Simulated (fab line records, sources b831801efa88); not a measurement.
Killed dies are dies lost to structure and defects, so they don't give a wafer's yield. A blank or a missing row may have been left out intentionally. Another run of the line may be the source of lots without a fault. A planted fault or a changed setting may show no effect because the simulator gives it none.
Which tool was responsible? / flow gf180mcu / 42 wafers sampled from 14 lots at 1 step of a route of 602

## WHAT THE GAUGES SHOWED, per wafer
GF_M1_OVL_MEAS_15.
lot=L977; measured=day 17 08:37; on=overlay-01; M1_OVL (nm)=1 8 -2
lot=L978; measured=day 17 16:04; on=overlay-02; M1_OVL (nm)=3 8 8
lot=L988; measured=day 21 03:04; on=overlay-01; M1_OVL (nm)=-5 -8 -5
lot=L989; measured=day 21 15:46; on=overlay-02; M1_OVL (nm)=6 15 7
lot=L990; measured=day 22 00:54; on=overlay-01; M1_OVL (nm)=13 3 8
lot=L991; measured=day 22 09:07; on=overlay-02; M1_OVL (nm)=1 1 1
lot=L992; measured=day 22 16:52; on=overlay-02; M1_OVL (nm)=-2 3 -5
lot=L993; measured=day 23 07:01; on=overlay-01; M1_OVL (nm)=3 18 9
lot=L994; measured=day 23 09:34; on=overlay-01; M1_OVL (nm)=3 -5 -2
lot=L995; measured=day 23 13:55; on=overlay-01; M1_OVL (nm)=-5 0 -4
lot=L996; measured=day 23 22:13; on=overlay-02; M1_OVL (nm)=4 5 9
lot=L997; measured=day 24 07:46; on=overlay-02; M1_OVL (nm)=8 13 11
lot=L998; measured=day 24 15:04; on=overlay-02; M1_OVL (nm)=4 6 2
lot=L999; measured=day 24 16:39; on=overlay-01; M1_OVL (nm)=10 2 2

## WHICH TOOL RAN EACH LOT (tool, then ch and the chambers of the sampled wafers, then the start)
The record shows no process step preceding these readings.

## AS READ BY THE TOOLS THEMSELVES (means over the sampled wafers that have a number; for cases with no such wafer, the mark the record gives instead)
The record holds no such reading with a usual standard deviation.

## THE ANSWER, worked out from the rows above alone
Rule: usual is defined by the lots themselves. The widest of any qualifying gaps counts: lots, ordered by their means at a reading, are off when they make up no more than a third of the lots, leave a main group of 4 or more, and stand apart from it by 3 or more times the standard deviation of that group's means. A main group is skipped when, at the precision printed for the reading in the tables above, its means are all equal. Also off: a lot with no number at a reading for which 4 or more lots have one. Any other lot the step has rows for is counted as sound. First the gauges in route order, then the tools' own readings, where a lot's mean is used as printed above. The first step at which some lot is off is used, and at that step the reading that is off furthest; a lot without a number counts as furthest.
Nothing can be told from this: no lot is off at any reading shown.

## WHAT HAD BEEN PUT IN BY THE SIMULATOR
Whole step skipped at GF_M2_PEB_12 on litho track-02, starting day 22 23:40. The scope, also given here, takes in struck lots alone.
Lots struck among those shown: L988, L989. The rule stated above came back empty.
